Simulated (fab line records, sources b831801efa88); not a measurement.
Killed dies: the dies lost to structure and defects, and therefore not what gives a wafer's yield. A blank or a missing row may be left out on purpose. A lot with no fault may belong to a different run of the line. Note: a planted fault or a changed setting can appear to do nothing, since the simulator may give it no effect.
Chamber matching :: flow sky130 :: SKY_VIA3_ETCH_15 on rieDiel-04: 4 sister chambers
The step etches SiO2 in C4F8/O2/Ar, stops on TiN, target depth 507 nm, time 78 s. 27 wafers are shown with their chamber, then 12 later ones without.

== EACH WAFER AND ITS CHAMBER ==
wafer: L075.1
chamber: 0
oesProductAu (a.u.): 0.954
chamberPressureMTorr (mTorr): 40.00

wafer: L075.2
chamber: 3
oesProductAu (a.u.): 0.951
chamberPressureMTorr (mTorr): 39.95

wafer: L075.3
chamber: 1
oesProductAu (a.u.): 0.944
chamberPressureMTorr (mTorr): 39.97

wafer: L077.1
chamber: 1
oesProductAu (a.u.): 0.948
chamberPressureMTorr (mTorr): 40.01

wafer: L077.2
chamber: 0
oesProductAu (a.u.): 0.949
chamberPressureMTorr (mTorr): 40.04

wafer: L077.5
chamber: 1
oesProductAu (a.u.): 0.951
chamberPressureMTorr (mTorr): 39.98

wafer: L079.1
chamber: 1
oesProductAu (a.u.): 0.945
chamberPressureMTorr (mTorr): 39.92

wafer: L079.3
chamber: 3
oesProductAu (a.u.): 0.944
chamberPressureMTorr (mTorr): 40.03

wafer: L079.4
chamber: 2
oesProductAu (a.u.): 0.943
chamberPressureMTorr (mTorr): 40.03

wafer: L082.1
chamber: 1
oesProductAu (a.u.): 0.946
chamberPressureMTorr (mTorr): 40.07

wafer: L082.2
chamber: 2
oesProductAu (a.u.): 0.953
chamberPressureMTorr (mTorr): 39.98

wafer: L082.4
chamber: 0
oesProductAu (a.u.): 0.945
chamberPressureMTorr (mTorr): 40.03

wafer: L085.2
chamber: 3
oesProductAu (a.u.): 0.947
chamberPressureMTorr (mTorr): 40.08

wafer: L085.3
chamber: 2
oesProductAu (a.u.): 0.947
chamberPressureMTorr (mTorr): 40.04

wafer: L085.6
chamber: 0
oesProductAu (a.u.): 0.947
chamberPressureMTorr (mTorr): 39.96

wafer: L084.4
chamber: 0
oesProductAu (a.u.): 0.949
chamberPressureMTorr (mTorr): 39.99

wafer: L084.5
chamber: 3
oesProductAu (a.u.): 0.942
chamberPressureMTorr (mTorr): 40.01

wafer: L084.6
chamber: 0
oesProductAu (a.u.): 0.950
chamberPressureMTorr (mTorr): 40.01

wafer: L089.1
chamber: 3
oesProductAu (a.u.): 0.947
chamberPressureMTorr (mTorr): 40.07

wafer: L089.3
chamber: 2
oesProductAu (a.u.): 0.945
chamberPressureMTorr (mTorr): 39.96

wafer: L089.6
chamber: 2
oesProductAu (a.u.): 0.943
chamberPressureMTorr (mTorr): 40.04

wafer: L090.1
chamber: 1
oesProductAu (a.u.): 0.941
chamberPressureMTorr (mTorr): 39.98

wafer: L090.2
chamber: 3
oesProductAu (a.u.): 0.956
chamberPressureMTorr (mTorr): 40.07

wafer: L090.5
chamber: 3
oesProductAu (a.u.): 0.952
chamberPressureMTorr (mTorr): 39.96

wafer: L091.2
chamber: 3
oesProductAu (a.u.): 0.941
chamberPressureMTorr (mTorr): 40.02

wafer: L091.4
chamber: 1
oesProductAu (a.u.): 0.943
chamberPressureMTorr (mTorr): 40.01

wafer: L091.5
chamber: 2
oesProductAu (a.u.): 0.939
chamberPressureMTorr (mTorr): 40.07

SIGNATURES, as means of the wafers listed above
reading: oesProductAu
chamber 0: 0.94900
chamber 1: 0.94543
chamber 2: 0.94500
chamber 3: 0.94750
scatter within a chamber: 0.00424

reading: chamberPressureMTorr
chamber 0: 40.0050
chamber 1: 39.9914
chamber 2: 40.0200
chamber 3: 40.0237
scatter within a chamber: 0.043
Rule: distance of a wafer from a chamber = root of the sum over the readings of ((wafer's reading minus chamber's mean) / reading's scatter) squared. The wafer belongs to the nearest chamber; if the next one is less than 2 further off, it can't be placed. How the scatter is found: for the shown wafers, subtract from each reading the mean of its chamber, square and add these, divide the total by (wafers less chambers), then take the root.

== WAFERS WITHOUT THEIR CHAMBER ==
wafer: L093.1
oesProductAu (a.u.): 0.944
chamberPressureMTorr (mTorr): 40.00

wafer: L093.4
oesProductAu (a.u.): 0.942
chamberPressureMTorr (mTorr): 39.99

wafer: L093.5
oesProductAu (a.u.): 0.951
chamberPressureMTorr (mTorr): 39.92

wafer: L094.3
oesProductAu (a.u.): 0.942
chamberPressureMTorr (mTorr): 39.95

wafer: L094.4
oesProductAu (a.u.): 0.950
chamberPressureMTorr (mTorr): 39.97

wafer: L094.6
oesProductAu (a.u.): 0.954
chamberPressureMTorr (mTorr): 39.95

wafer: L095.1
oesProductAu (a.u.): 0.944
chamberPressureMTorr (mTorr): 39.97

wafer: L095.2
oesProductAu (a.u.): 0.944
chamberPressureMTorr (mTorr): 39.99

wafer: L095.3
oesProductAu (a.u.): 0.942
chamberPressureMTorr (mTorr): 40.01

wafer: L097.2
oesProductAu (a.u.): 0.943
chamberPressureMTorr (mTorr): 40.05

wafer: L097.5
oesProductAu (a.u.): 0.941
chamberPressureMTorr (mTorr): 40.03

wafer: L097.6
oesProductAu (a.u.): 0.947
chamberPressureMTorr (mTorr): 40.04

== CHAMBER TAKEN BY EACH ==
wafer: L093.1
from the rows above: can't be placed: 1 or 2 or 3 or 0
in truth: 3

wafer: L093.4
from the rows above: can't be placed: 1 or 2 or 3 or 0
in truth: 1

wafer: L093.5
from the rows above: can't be placed: 0 or 1 or 3 or 2
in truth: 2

wafer: L094.3
from the rows above: can't be placed: 1 or 2 or 0 or 3
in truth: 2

wafer: L094.4
from the rows above: can't be placed: 0 or 1 or 3 or 2
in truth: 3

wafer: L094.6
from the rows above: can't be placed: 0 or 1 or 3 or 2
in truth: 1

wafer: L095.1
from the rows above: can't be placed: 1 or 2 or 0 or 3
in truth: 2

wafer: L095.2
from the rows above: can't be placed: 1 or 2 or 3 or 0
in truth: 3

wafer: L095.3
from the rows above: can't be placed: 2 or 1 or 3 or 0
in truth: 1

wafer: L097.2
from the rows above: can't be placed: 2 or 3 or 1 or 0
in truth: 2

wafer: L097.5
from the rows above: can't be placed: 2 or 1 or 3 or 0
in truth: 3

wafer: L097.6
from the rows above: can't be placed: 3 or 2 or 0 or 1
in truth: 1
Correctly placed: 0 of 12. These rows do not allow placing 12 (true chamber among the candidates in 12). Placed wrongly: 0.
